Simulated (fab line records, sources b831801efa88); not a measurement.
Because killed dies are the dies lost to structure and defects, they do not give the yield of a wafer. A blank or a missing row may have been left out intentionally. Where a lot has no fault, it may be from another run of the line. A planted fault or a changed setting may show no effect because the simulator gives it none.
2 desks looking at one fault	flow gf180mcu	what lay behind the numbers comes last; until then each desk has only its own

## FROM THE METROLOGY DESK
Means of the sampled wafers that have a number, per lot and without regard to the tool the lot ran on: this is what the gauges read. If a lot's mean is further than 4 standard deviations from the usual mean, the lot is out of limits and carries the mark OUT (the distance appears in the brackets).
Columns: A = cdNm at GF_V5_CD_MEAS_14, usual 259.9 nm; B = PASSIVATION_CVD_00_THK at GF_PASSIVATION_THK_MEAS_01, usual 996 nm
lot	first seen here	A	B
L370	day 27 15:29	260.3	996
L371	day 28 01:37	259.2	992
L374	day 28 17:05	261.0	996
L377	day 29 14:46	259.5	705 (-26) OUT
L380	day 30 07:43	261.4	839 (-14) OUT
L387	day 32 08:54	258.1	1013
L388	day 32 15:02	260.4	997
L389	day 33 02:34	259.2	988
L391	day 33 10:13	261.4	1005
L390	day 33 11:13	259.9	998
L392	day 33 18:32	258.2	990
This desk finds L377, L380 out of limits, with the earliest case on L377 at day 30 11:57 (PASSIVATION_CVD_00_THK at GF_PASSIVATION_THK_MEAS_01). In limits: L370, L371, L374, L387, L388, L389, L391, L390, L392.

## THE TOOL OWNER'S DESK: pecvd-03
The tool's own readings at GF_PASSIVATION_CVD_00 (deposits SiO2 from TEOS, target thk 1000 nm, time 111.95 s): means of the sampled wafers that have a number, for each lot that ran on this tool. If a lot's mean is further than 4 standard deviations from the usual mean, the lot is out of limits and carries the mark OUT (the distance appears in the brackets).
Columns: A = heaterPowerW at GF_PASSIVATION_CVD_00, usual 634 W
lot	first seen here	A
L370	day 28 13:41	587
L374	day 29 15:08	646
L377	day 30 11:51	567
L380	day 31 04:26	574
L388	day 33 09:13	570
L391	day 34 03:34	640
Result from this desk: across the 6 lots, nothing is out of limits.

## ALL TOGETHER
At day 30 11:57 the metrology desk could have sounded an alarm, on L377, L380.
The tool owner's desk saw nothing out of limits.
Tool owner's desk: L377, L380 on record, inside its limits.
All the named lots went through GF_PASSIVATION_CVD_00 on pecvd-03.

## WHAT THE SIMULATOR HAD PUT IN
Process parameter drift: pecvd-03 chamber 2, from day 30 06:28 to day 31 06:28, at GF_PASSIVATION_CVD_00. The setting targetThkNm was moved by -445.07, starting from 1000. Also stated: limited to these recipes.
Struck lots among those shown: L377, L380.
Delay in hours, fault start to first out-of-limits reading, per desk: metrology desk 5.
